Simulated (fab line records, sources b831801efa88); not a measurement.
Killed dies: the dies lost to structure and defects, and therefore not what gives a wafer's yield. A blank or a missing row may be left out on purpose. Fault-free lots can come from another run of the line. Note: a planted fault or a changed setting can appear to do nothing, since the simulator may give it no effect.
Which of the tools did it? :: flow sky130 :: Sampling: 6 lots, 18 wafers, 2 of 708 route steps

## WHAT THE GAUGES READ, wafer by wafer
SKY_NWELL_RS_MEAS_29: measures by four-point-probe.
lot: L564
measured: day 5 10:25
on: filmMetro-04
NWELL_RS (ohm/sq): 625.5 624.9 626.3

lot: L571
measured: day 7 15:29
on: filmMetro-02
NWELL_RS (ohm/sq): 623.2 625.1 626.1

lot: L573
measured: day 8 10:39
on: filmMetro-02
NWELL_RS (ohm/sq): 622.1 622.1 622.5

lot: L580
measured: day 9 16:04
on: filmMetro-04
NWELL_RS (ohm/sq): 625.2 625.1 626.0

lot: L581
measured: day 10 05:24
on: filmMetro-03
NWELL_RS (ohm/sq): 625.5 623.0 624.0

lot: L586
measured: day 11 02:25
on: filmMetro-02
NWELL_RS (ohm/sq): 624.2 627.1 626.6

## TOOL THAT RAN EACH LOT (tool first, then ch and the chambers of the sampled wafers, then the start)
lot: L564
SKY_NWELL_IMPLANT_12: implanter-04 ch 0, day 4 16:45

lot: L571
SKY_NWELL_IMPLANT_12: implanter-04 ch 0, day 6 20:25

lot: L573
SKY_NWELL_IMPLANT_12: implanter-04 ch 0, day 7 13:17

lot: L580
SKY_NWELL_IMPLANT_12: implanter-01 ch 0, day 8 17:49

lot: L581
SKY_NWELL_IMPLANT_12: implanter-01 ch 0, day 9 07:29

lot: L586
SKY_NWELL_IMPLANT_12: implanter-03 ch 0, day 10 02:31
- SKY_NWELL_IMPLANT_12

## THE ANSWER, worked out from the rows above alone
Rule: the usual values come from the lots themselves. Put in order of their means at a reading, lots are off if they are a third of the lots or fewer, leave a main group of 4 or more, and stand apart from it by a gap of 3 or more times the standard deviation of the main group's means; of several such gaps the widest counts. The tables above print the reading to a certain number of digits; a main group whose means all agree to those digits is not used. A lot without any number at a reading at which 4 lots or more have one is off too. Where the step has rows for the other lots, those lots are counted as sound.
Off: at SKY_NWELL_RS_MEAS_29 (NWELL_RS), L573. Mean 625.2 ohm/sq and standard deviation 0.63 in the main group.
If a tool, at a process step before that reading, ran all the lots that are off and no sound lot after the first of them, it fits. Those tools and the gauges at SKY_NWELL_RS_MEAS_29 are tried in the same way. One fits: implanter-04 at SKY_NWELL_IMPLANT_12. A fault onset in the window from L571 (day 6 20:25, its last sound lot) to L573 (day 7 13:17, its first lot off) fits.

## WHAT HAD BEEN PUT IN BY THE SIMULATOR
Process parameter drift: implanter-04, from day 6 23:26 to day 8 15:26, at SKY_NWELL_IMPLANT_12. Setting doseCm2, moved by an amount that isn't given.
Struck lots among those shown: L573. This agrees with what the rule above found.
